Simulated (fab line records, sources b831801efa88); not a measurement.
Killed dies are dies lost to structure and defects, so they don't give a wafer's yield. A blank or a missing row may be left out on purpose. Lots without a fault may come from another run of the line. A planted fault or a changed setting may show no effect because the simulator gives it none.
fab line records | flow sky130
record lots=5 wafers=15 last_day=49
route steps=708 shown POLY_GATE@229 LDD_N@237
lots that met no fault: from a run of the same line without faults
start_h: hours from the record's first day to the start of the lot's first wafer shown | wait_h: hours since the lot's step before | " the same as in the row above | L1.1+2: a row that stands for several wafers | - no value, or no start given | * or withheld: withheld | < > ~ a bound
route shown NAME@n: a module of which the file shows steps, and the number in the route of the first | usual: mean/standard deviation of fault-free wafers | same: alike in all rows | chamber/n: place in a boat | sites: the reading at each site | _std_site: their standard deviation | _edge_site: outer sites' mean less inner sites' | radius_mm: how far each site lies from the wafer's centre | mask NAME#n: copy n | behind: the tool/chamber that last shaped the wafer | hold: why the lot was held/for how many hours/how that ended | device: the transistor (n, p or np) that didn't switch | end of line: the same wafers' tests at the end of the route | a step without rows: its recipe alone | killed: dies lost to structure and defects at the first sort, not the wafer's yield | map: a wafer's dies, x killed, . not, _ none there
set.NAME: the setting as run; set.NAME@STEP: as run at that earlier step | model.NAME: the simulator's own value behind a step, which no gauge read
lots at some steps of the route; a table a step, a row a wafer
services: from which hour (start_h, from the record's first day; less than 0 if before it) a tool's chamber was out of use, for how many hours, and why
## steps
# step SKY_POLY_GATE_ETCH_15
# recipe chemistry=N2/H2 target=BARC ion_energy_ev=200 source_w=500 bias_w=100 pressure_mtorr=30 n2_flow_sccm=100 h2_flow_sccm=200 stop_on=SiO2 time_s=118.5 target_depth_a=1100
# usual drypump_motor_current_A=5.5/0.47 oes_product_au=0.717/0.0043 throttle_valve_pct=13.212/0.0088
# columns lot.wafer tool chamber start_h wait_h drypump_motor_current_A oes_product_au rf_hours_counter_h throttle_valve_pct
L899.2 rie_diel-02 3 452.24 0.0 5.4 0.717 0 13.212
L899.3 " 2 " " 6.4 0.724 56 13.223
L899.5 " 2 " " 6.4 0.719 - 13.203
L900.1 rie_diel-04 3 461.68 0.0 6.0 0.722 1 13.199
L900.2 " 2 " " 4.9 0.721 15 13.214
L900.3 " 1 " " 5.0 0.720 54 13.195
L905.2 rie_diel-04 0 503.35 0.0 5.4 0.720 40 13.220
L905.3 " 1 " " 4.9 0.713 55 13.190
L905.4 " 2 " " 4.9 0.716 16 13.207
L904.1 rie_diel-01 0 504.49 0.0 5.8 0.717 18 13.216
L904.3 " 2 " " 4.8 0.716 31 13.206
L904.6 " 0 " " 5.8 0.726 - 13.224
L910.2 rie_diel-01 0 545.59 0.0 5.8 0.716 19 13.219
L910.4 " 2 " " 4.8 0.719 32 13.221
L910.6 " 2 " " 4.8 0.726 - 13.199
# step SKY_POLY_GATE_ETCH_16
# recipe stop_on=poly-Si chemistry=CH3F/O2 target=Si3N4 source_w=400 bias_w=80 pressure_mtorr=25 ch3f_flow_sccm=40 O2_flow_sccm=30 time_s=147.5 target_depth_a=750
# usual drypump_motor_current_A=5.5/0.47 oes_product_au=0.641/0.0054 throttle_valve_pct=10.534/0.0092
# columns lot.wafer tool chamber start_h wait_h drypump_motor_current_A oes_product_au rf_hours_counter_h throttle_valve_pct
L899.2 rie_diel-02 3 452.32 0.0 5.4 0.632 0 10.532
L899.3 " 2 " " 6.4 0.629 56 10.537
L899.5 " 2 " " 6.3 0.640 - 10.543
L900.1 rie_diel-04 3 461.77 0.0 6.0 0.650 1 10.542
L900.2 " 2 " " 4.9 0.647 15 10.547
L900.3 " 1 " " 4.9 0.650 54 10.548
L905.2 rie_diel-04 0 503.43 0.0 5.5 0.648 40 10.538
L905.3 " 1 " " 4.9 0.642 55 10.537
L905.4 " 2 " " 4.8 0.646 16 10.532
L904.1 rie_diel-01 0 504.57 0.0 5.8 0.645 18 10.550
L904.3 " 2 " " 4.8 0.637 31 10.540
L904.6 " 0 " " 5.8 0.637 - 10.549
L910.2 rie_diel-01 0 545.67 0.0 5.8 0.641 19 10.536
L910.4 " 2 " " 4.8 0.645 32 10.543
L910.6 " 2 " " 4.8 0.636 - 10.524
# step SKY_POLY_GATE_ETCH_17
# recipe target_depth_nm=180 stop_on=SiO2 over_etch_frac=0.56667 chemistry=HBr/Cl2 target=poly-Si icp_w=400 bias_w=100 pressure_mtorr=10 HBr_flow_sccm=150 Cl2_flow_sccm=50 time_s=70.5
# usual drypump_motor_current_A=5.82/0.28 oes_product_au=0.984/0.0075 throttle_valve_pct=33.685/0.0097
# columns lot.wafer tool chamber start_h wait_h drypump_motor_current_A oes_product_au rf_hours_counter_h throttle_valve_pct
L899.2 rie_si-02 1 452.42 0.0 5.66 0.987 3 33.698
L899.3 " 3 " " 5.98 0.989 1 33.697
L899.5 " 0 " " 5.98 0.985 - 33.699
L900.1 rie_si-01 2 461.86 0.0 5.94 0.986 2 33.702
L900.2 " 0 " " 5.47 0.980 2 33.685
L900.3 " 3 " " 6.27 0.978 19 33.683
L905.2 rie_si-02 1 503.53 0.0 5.67 0.984 4 33.690
L905.3 " 3 " " 5.97 0.989 1 33.674
L905.4 " 0 " " 5.97 0.973 2 33.688
L904.1 rie_si-01 1 504.67 0.0 5.86 0.982 1 33.678
L904.3 " 2 " " 5.92 0.980 2 33.695
L904.6 " 2 " " 5.94 0.991 - 33.690
L910.2 rie_si-01 3 545.77 0.0 6.31 1.000 19 33.671
L910.4 " 1 " " 5.89 0.978 1 33.670
L910.6 " 0 " " 5.48 0.981 - 33.698
# step SKY_POLY_GATE_STRIP_18
# recipe chemistry=O2/N2 power_w=1400 pressure_mtorr=1500 platen_temp_c=withheld o2_flow_sccm=3000 n2_flow_sccm=300 overash_fraction=0.5
# usual drypump_motor_current_A=5.6/0.59 oes_product_au=0.361/0.005 strip_time_to_endpoint_s=3.17/0.038
# columns lot.wafer tool chamber start_h wait_h drypump_motor_current_A oes_product_au rf_hours_counter_h strip_time_to_endpoint_s
L899.2 plasma_asher-01 1 452.48 0.0 5.0 0.359 74 3.14
L899.3 " 0 " " 6.4 0.351 - 3.12
L899.5 " 1 " " 5.0 0.357 - 3.13
L900.1 plasma_asher-04 0 461.92 0.0 5.8 0.363 66 3.10
L900.2 " 1 " " 5.0 0.370 66 3.24
L900.3 " 1 " " 4.9 0.350 - 3.11
L905.2 plasma_asher-04 0 503.59 0.0 5.9 0.352 70 3.19
L905.3 " 1 " " 5.0 0.365 - 3.14
L905.4 " 0 " " 5.8 0.358 - 3.23
L904.1 plasma_asher-04 1 504.73 0.0 5.0 0.367 70 3.18
L904.3 " 0 " " 5.9 0.365 - 3.17
L904.6 " 0 " " 5.9 0.357 - 3.14
L910.2 plasma_asher-04 1 545.83 0.0 5.0 0.361 74 3.17
L910.4 " 1 " " 5.0 0.369 - 3.21
L910.6 " 1 " " 5.0 0.361 - 3.24
# step SKY_POLY_GATE_CLEAN_19
# recipe chemistry=SC1/SC2 mix=1:4:20 temp_c=70 time_s=150 dry=n2_spin
# step SKY_POLY_GATE_OXIDATION_20
# recipe temp_c=850 ambient=O2 stabilise_s=600 purge_s=300 target_thk_a=40 ox_time_s=899
# step SKY_POLY_GATE_THK_MEAS_21
# recipe reads=SiO2_of_POLY_GATE_OXIDATION_20
# usual POLY_GATE_OXIDATION_THK=3.99/0.098
# columns lot.wafer tool chamber start_h wait_h POLY_GATE_OXIDATION_THK[nm]
L899.2 film_metro-04 - 456.11 0.0 4.12
L899.3 " - " " 4.03
L899.5 " - " " 4.07
L900.1 film_metro-04 - 468.42 0.0 4.02
L900.2 " - " " 4.14
L900.3 " - " " 4.12
L905.2 film_metro-02 - 506.06 0.0 4.02
L905.3 " - " " 3.97
L905.4 " - " " 4.01
L904.1 film_metro-01 - 506.98 0.0 3.93
L904.3 " - " " 3.97
L904.6 " - " " 3.98
L910.2 film_metro-01 - 548.54 0.0 3.97
L910.4 " - " " 3.97
L910.6 " - " " 4.01
# step SKY_POLY_GATE_CD_MEAS_22
# usual cd_nm=150.7/2.1
# columns lot.wafer tool chamber start_h wait_h cd_nm
L899.2 cd_sem-02 - 456.21 0.1 150.7
L899.3 " - " " 150.0
L899.5 " - " " 152.4
L900.1 cd_sem-02 - 468.48 0.1 150.2
L900.2 " - " " 152.8
L900.3 " - " " 150.0
L905.2 cd_sem-01 - 506.14 0.1 152.7
L905.3 " - " " 151.9
L905.4 " - " " 153.1
L904.1 cd_sem-02 - 507.04 0.1 148.8
L904.3 " - " " 148.2
L904.6 " - " " 150.4
L910.2 cd_sem-01 - 548.62 0.1 149.6
L910.4 " - " " 149.9
L910.6 " - " " 150.9
# step SKY_LDD_N_DEHYDRATE_00
# recipe temp_c=200 time_s=60
# step SKY_LDD_N_HMDS_01
# recipe prime_time_s=60 prime_temp_c=120
# step SKY_LDD_N_COAT_02
# recipe resist=NOVOLAK spin_rpm=3000 resist_thk_nm=300
# step SKY_LDD_N_SOFTBAKE_03
# recipe temp_c=90 time_s=60 resist=NOVOLAK
# step SKY_LDD_N_EXPOSE_04
# recipe mask_id=NTM target_cd_nm=840 na=0.6 source_shape=conventional sigma_outer=0.6 dose_mj=110
# usual reticle_temp_C=23.00/0.097
# columns lot.wafer tool chamber start_h wait_h mask reticle_temp_C
L899.2 iline_stepper-02 0 471.54 - NTM#0 23.02
L899.3 " 0 " " NTM#0 23.02
L899.5 " 0 " " NTM#0 23.01
L900.1 iline_stepper-01 0 483.93 - NTM_R1#0 22.98
L900.2 " 0 " " NTM_R1#0 22.83
L900.3 " 0 " " NTM_R1#0 23.04
L905.2 iline_stepper-01 0 521.42 - NTM#0 23.01
L905.3 " 0 " " NTM#0 22.98
L905.4 " 0 " " NTM#0 22.97
L904.1 iline_stepper-01 0 521.88 - NTM#0 22.89
L904.3 " 0 " " NTM#0 22.85
L904.6 " 0 " " NTM#0 22.92
L910.2 iline_stepper-01 0 563.33 - NTM#0 23.05
L910.4 " 0 " " NTM#0 23.05
L910.6 " 0 " " NTM#0 22.99
# step SKY_LDD_N_PEB_05
# recipe temp_c=withheld time_s=* resist=NOVOLAK
# step SKY_LDD_N_DEVELOP_06
# recipe develop_time_s=60 dev_temp_c=23.34
# usual exhaust_pa=45.1/0.89 resist_line_temp_C=22.99/0.12
# columns lot.wafer tool chamber start_h wait_h exhaust_pa resist_line_temp_C model.LDD_N.cd_nm
L899.2 litho_track-02 0 485.97 0.1 46.0 23.18 834.2
L899.3 " 0 " " 44.7 23.03 834.8
L899.5 " 0 " " 45.3 23.14 834.6
L900.1 litho_track-02 0 498.24 0.1 45.2 22.99 739.4
L900.2 " 0 " " 46.2 23.23 738.7
L900.3 " 0 " " 44.7 23.26 736.4
L905.2 litho_track-02 0 536.37 0.1 45.5 22.99 838.3
L905.3 " 0 " " 44.6 23.04 838.7
L905.4 " 0 " " 44.6 23.09 837.9
L904.1 litho_track-04 0 537.13 0.1 44.0 23.01 837
L904.3 " 0 " " 42.9 22.96 837.5
L904.6 " 0 " " 42.8 22.71 837.4
L910.2 litho_track-04 0 577.50 0.1 45.0 22.96 835.1
L910.4 " 0 " " 44.5 23.25 834.1
L910.6 " 0 " " 44.8 22.98 836.1
# step SKY_LDD_N_OVL_MEAS_07
# usual LDD_N_OVL=-0.3/1.6
# columns lot.wafer tool chamber start_h wait_h LDD_N_OVL[nm]
L899.2 overlay-01 - 486.10 0.1 -2.4
L899.3 " - " " -2.2
L899.5 " - " " -1.0
L900.1 overlay-02 - 498.39 0.1 0.7
L900.2 " - " " 0.0
L900.3 " - " " 1.4
L905.2 overlay-02 - 536.50 0.1 -1.6
L905.3 " - " " -1.5
L905.4 " - " " -0.2
L904.1 overlay-02 - 537.28 0.1 2.0
L904.3 " - " " 2.8
L904.6 " - " " 2.0
L910.2 overlay-02 - 577.63 0.1 -1.7
L910.4 " - " " -0.8
L910.6 " - " " -0.3
## services
# columns tool chamber start_h hours kind
rie_diel-04 2 429.45 7.3 repair
iline_stepper-01 - 430.67 1.7 pm
plasma_asher-01 - 440.68 2.9 repair
rie_diel-02 - 441.90 0.7 repair
rie_si-01 - 448.23 2.8 pm
rie_si-02 0 463.99 7.0 repair
iline_stepper-01 - 473.70 4.4 pm
rie_diel-02 1 476.08 4.5 repair
rie_diel-01 1 481.52 1.5 repair
rie_diel-01 3 492.37 - clean
rie_diel-01 3 492.37 22.8 scheduled_down
rie_diel-01 3 492.37 22.8 vent_cycle
rie_si-02 3 533.55 2.9 repair
rie_si-01 2 537.80 1.9 repair
rie_diel-01 3 551.03 62.2 repair
rie_diel-01 0 553.52 1.7 repair
iline_stepper-02 - 563.49 15.2 repair
rie_diel-01 0 565.22 18.6 repair
rie_si-02 - 570.33 14.6 pm
iline_stepper-01 - 576.84 1.7 repair
## key
first_sign step=SKY_LDD_N_EXPOSE_04 reading=mask direction=changed
effect none on later readings
model_effect step=SKY_LDD_N_DEVELOP_06 value=LDD_N.cd_nm without=839.2 struck=738.2
met_at SKY_LDD_N_EXPOSE_04
struck_wafers L900.1,L900.2,L900.3
tester_left_out L900
fault kind=wrong_mask tool=any chamber=- onset_h=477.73 steps=SKY_LDD_N_EXPOSE_04 aux_copy=NTM_R1#0 cd_offset_nm=-101 scope=struck_lots_only
# tester_left_out: of these lots the tester's yield and bins aren't shown, on N5 and GAA mostly nor the transistor test; their killed dies are dies lost to structure and defects alone, not to doping, threshold or leakage, so they don't give the yield
